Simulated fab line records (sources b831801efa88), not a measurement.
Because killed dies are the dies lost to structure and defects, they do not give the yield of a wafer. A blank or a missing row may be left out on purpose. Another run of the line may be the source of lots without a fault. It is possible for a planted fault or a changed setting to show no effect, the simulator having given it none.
Which tool did it?	flow sky130	14 lots with 42 wafers sampled at 5 steps, on a route of 708 steps

## WHAT THE GAUGES SHOWED, per wafer
SKY_VT_ADJUST_HVTP_CD_MEAS_07: the cd target is 380 nm.
lot	measured	on	cd nm (nm)
L224	day 5 19:49	cd sem-02	382.0 377.3 379.4
L225	day 6 09:37	cd sem-02	378.9 378.5 381.7
L226	day 6 14:25	cd sem-01	379.8 381.5 381.4
L227	day 6 19:58	cd sem-02	377.2 377.2 377.1
L228	day 7 02:49	cd sem-02	376.3 377.4 378.5
L229	day 7 21:31	cd sem-01	382.6 380.3 379.4
L230	day 7 23:17	cd sem-01	382.6 382.2 382.1
L235	day 8 21:17	cd sem-02	380.1 379.9 379.3
L234	day 8 22:46	cd sem-01	382.3 380.9 384.7
L237	day 9 11:08	cd sem-02	382.3 383.0 383.3
L244	day 11 18:34	cd sem-01	383.0 386.3 385.9
L246	day 12 09:47	cd sem-01	380.9 382.2 381.4

## WHAT TOOL EACH LOT RAN ON (gives the tool, then ch and the chambers of the sampled wafers, and finally the start)
lot	SKY_FIELD_ISO_ETCH_14	SKY_FIELD_ISO_ETCH_15	SKY_FIELD_ISO_STRIP_16	SKY_FIELD_ISO_ETCH_17
L224	rie diel-01 ch 0,1,2, day 2 03:34	rie diel-01 ch 0,1,2, day 2 03:36	plasma asher-02 ch 0,1, day 2 03:40	rie si-02 ch 0,2,3, day 2 03:46
L225	rie diel-01 ch 0,2,3, day 2 13:32	rie diel-01 ch 0,2,3, day 2 13:35	plasma asher-02 ch 0,1, day 2 13:38	rie si-01 ch 0,1,3, day 2 13:44
L226	rie diel-04 ch 2,3, day 2 18:13	rie diel-04 ch 2,3, day 2 18:15	plasma asher-02 ch 0,1, day 2 18:18	rie si-02 ch 0,2, day 2 18:24
L227	rie diel-01 ch 0,1,3, day 2 22:14	rie diel-01 ch 0,1,3, day 2 22:17	plasma asher-02 ch 0,1, day 2 22:20	rie si-01 ch 1,2,3, day 2 22:26
L228	rie diel-01 ch 1,2,3, day 3 01:28	rie diel-01 ch 1,2,3, day 3 01:30	plasma asher-02 ch 0,1, day 3 01:34	rie si-02 ch 1,2, day 3 01:40
L229	rie diel-04 ch 0,2, day 3 06:52	rie diel-04 ch 0,2, day 3 06:54	plasma asher-02 ch 0,1, day 3 06:57	rie si-02 ch 1,3, day 3 07:03
L230	rie diel-04 ch 1,2,3, day 3 11:01	rie diel-04 ch 1,2,3, day 3 11:03	plasma asher-02 ch 0,1, day 3 11:07	rie si-02 ch 1,2,3, day 3 11:13
L235	rie diel-02 ch 0,1,3, day 4 14:56	rie diel-02 ch 0,1,3, day 4 14:59	plasma asher-01 ch 0,1, day 4 15:02	rie si-02 ch 0,1,2, day 4 15:08
L234	rie diel-04 ch 0,2,3, day 4 15:10	rie diel-04 ch 0,2,3, day 4 15:12	plasma asher-02 ch 0,1, day 4 15:16	rie si-01 ch 0,1,2, day 4 15:22
L237	rie diel-02 ch 0,1,3, day 5 02:19	rie diel-02 ch 0,1,3, day 5 02:21	plasma asher-02 ch 0,1, day 5 02:24	rie si-01 ch 2,3, day 5 02:30
L239	rie diel-04 ch 2,3, day 5 11:46	rie diel-04 ch 2,3, day 5 11:48	plasma asher-02 ch 0, day 5 11:51	rie si-01 ch 1,2,3, day 5 11:57
L241	rie diel-04 ch 1,2,3, day 5 21:28	rie diel-04 ch 1,2,3, day 5 21:30	plasma asher-03 ch 0,1, day 5 21:33	rie si-02 ch 0,2,3, day 5 21:39
L244	rie diel-01 ch 0,2,3, day 6 12:52	rie diel-01 ch 0,2,3, day 6 12:54	plasma asher-02 ch 0,1, day 6 12:57	rie si-01 ch 0,2,3, day 6 13:03
L246	rie diel-01 ch 1,2,3, day 7 00:41	rie diel-01 ch 1,2,3, day 7 00:44	plasma asher-03 ch 0,1, day 7 00:47	rie si-02 ch 0,2,3, day 7 00:53
- SKY_FIELD_ISO_ETCH_14: etches BARC in N2/H2, stops on SiO2, time 45.9 s, target depth 60 nm.
- SKY_FIELD_ISO_ETCH_15: etches the open film in CHF3/O2, stops on Si, target depth 180 nm, time 72 s.
- SKY_FIELD_ISO_STRIP_16: strips in O2/N2.
- SKY_FIELD_ISO_ETCH_17: etches Si in HBr/Cl2/O2, target depth 342 nm, time 97.7 s.

## AS READ BY THE TOOLS THEMSELVES (means over the sampled wafers that have a number; for cases with no such wafer, the mark the record gives instead)
SKY_FIELD_ISO_ETCH_14.
lot	tool	drypump motor current A (A)	oes product au (a.u.)	rf fwd power W (W)	run length s (s)	throttle valve pct (%)
L224	rie diel-01	5.3	0.855	495.8	74.3	13.235
L225	rie diel-01	5.3	0.850	497.5	73.8	13.224
L226	rie diel-04	5.2	0.857	495.0	74.5	13.227
L227	rie diel-01	5.6	0.853	496.1	73.9	13.223
L228	rie diel-01	5.7	0.854	494.8	74.2	13.221
L229	rie diel-04	5.1	0.863	498.9	74.2	13.227
L230	rie diel-04	5.5	0.850	494.0	74.3	13.227
L235	rie diel-02	5.9	0.857	494.1	74.4	13.220
L234	rie diel-04	5.1	0.855	496.4	74.3	13.228
L237	rie diel-02	5.9	0.854	495.2	74.3	13.225
L239	rie diel-04	5.2	0.992	-	47.2	13.237
L241	rie diel-04	5.4	1.004	-	47.2	13.242
L244	rie diel-01	5.3	0.858	494.1	74.0	13.224
L246	rie diel-01	5.7	0.853	494.9	74.2	13.227

SKY_FIELD_ISO_ETCH_15.
lot	tool	drypump motor current A (A)	oes product au (a.u.)	rf fwd power W (W)	run length s (s)	throttle valve pct (%)
L224	rie diel-01	5.3	0.937	596.1	100.6	8.842
L225	rie diel-01	5.3	0.936	596.2	99.8	8.844
L226	rie diel-04	5.2	0.951	593.8	100.3	8.840
L227	rie diel-01	5.6	0.941	595.9	100.1	8.843
L228	rie diel-01	5.7	0.939	594.9	100.3	8.838
L229	rie diel-04	5.1	0.950	598.4	100.5	8.844
L230	rie diel-04	5.4	0.943	595.9	100.2	8.848
L235	rie diel-02	5.9	0.954	596.1	100.5	8.851
L234	rie diel-04	5.1	0.946	594.6	100.3	8.842
L237	rie diel-02	5.9	0.950	594.2	100.6	8.846
L239	rie diel-04	5.1	0.375	595.7	100.2	8.669
L241	rie diel-04	5.4	0.375	596.4	100.1	8.675
L244	rie diel-01	5.3	0.945	596.6	99.9	8.836
L246	rie diel-01	5.7	0.946	594.9	100.1	8.842

SKY_FIELD_ISO_STRIP_16.
lot	tool	drypump motor current A (A)	oes product au (a.u.)	strip time to endpoint s (s)
L224	plasma asher-02	5.4	0.380	3.539
L225	plasma asher-02	5.4	0.378	3.544
L226	plasma asher-02	5.4	0.376	3.571
L227	plasma asher-02	5.4	0.376	3.594
L228	plasma asher-02	5.2	0.381	3.538
L229	plasma asher-02	5.4	0.379	3.562
L230	plasma asher-02	5.1	0.375	3.544
L235	plasma asher-01	5.1	0.377	3.535
L234	plasma asher-02	5.2	0.375	3.556
L237	plasma asher-02	5.2	0.374	3.520
L239	plasma asher-02	4.9	0.395	3.832
L241	plasma asher-03	5.7	0.388	3.826
L244	plasma asher-02	5.4	0.377	3.552
L246	plasma asher-03	5.6	0.384	3.529

SKY_FIELD_ISO_ETCH_17.
lot	tool	drypump motor current A (A)	mfc cl2 sccm (sccm)	oes product au (a.u.)	rf fwd power W (W)	run length s (s)	throttle valve pct (%)
L224	rie si-02	5.75	39.99	0.988	596.5	126.46	25.656
L225	rie si-01	5.85	40.03	1.004	597.5	126.27	25.662
L226	rie si-02	5.74	40.06	0.999	594.3	126.43	25.659
L227	rie si-01	5.79	39.93	0.996	596.7	126.58	25.656
L228	rie si-02	5.83	39.93	1.005	594.6	126.13	25.648
L229	rie si-02	5.67	40.00	0.996	596.8	126.05	25.657
L230	rie si-02	5.74	40.06	0.997	596.5	125.91	25.666
L235	rie si-02	5.75	39.90	1.007	597.0	126.00	25.648
L234	rie si-01	5.78	39.96	0.989	596.7	126.48	25.662
L237	rie si-01	6.10	40.03	0.997	596.1	126.05	25.657
L239	rie si-01	5.80	39.89	1.003	597.6	126.57	25.661
L241	rie si-02	5.73	40.03	0.997	595.1	126.28	25.665
L244	rie si-01	6.05	40.10	0.994	597.2	126.23	25.662
L246	rie si-02	5.74	40.02	0.996	595.6	125.95	25.663

## THE ANSWER, worked out from the rows above alone
Rule: what is usual is taken from the lots themselves. The widest of any qualifying gaps counts: lots, ordered by their means at a reading, are off when they make up no more than a third of the lots, leave a main group of 4 or more, and stand apart from it by 3 or more times the standard deviation of that group's means. Not used: any main group whose means are identical at the precision the tables above print for the reading. Also off: a lot with no number at a reading for which 4 or more lots have one. The other lots that the step has rows for count as sound. First the gauges in route order, then the tools' own readings, where a lot's mean is used as printed above. At the first step where some lot is off, the reading lying furthest off is the one used; lots without a number count as furthest.
Off, at SKY_FIELD_ISO_ETCH_14 on rf fwd power W: L239, L241. Without a number there: L239, L241. Mean 495.6 W and standard deviation 1.4 in the main group.
A tool fits if, at that step or a process step before it, it ran every lot that is off, and no sound lot after the first of them. One fits: rie diel-04 at SKY_FIELD_ISO_ETCH_14. A fault onset in the window from L234 (day 4 15:10, its last sound lot) to L239 (day 5 11:46, its first lot off) fits.
The tool's own readings at SKY_FIELD_ISO_ETCH_14 bear it out: on the lots that are off they differ by more than 5 times the standard deviation of the sound lots' means. oes product au reads 0.998 a.u. there against 0.855 a.u. on the sound lots; run length s reads 47.2 s there against 74.2 s on the sound lots.
Blank at SKY_FIELD_ISO_ETCH_14 on the lots that are off, where sound lots have numbers: rf fwd power W.

## WHAT THE SIMULATOR PUT IN
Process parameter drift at SKY_FIELD_ISO_ETCH_14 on rie diel-04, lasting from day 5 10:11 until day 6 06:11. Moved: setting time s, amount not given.
Shown lots that were struck: L239, L241. Same finding as the rule above.
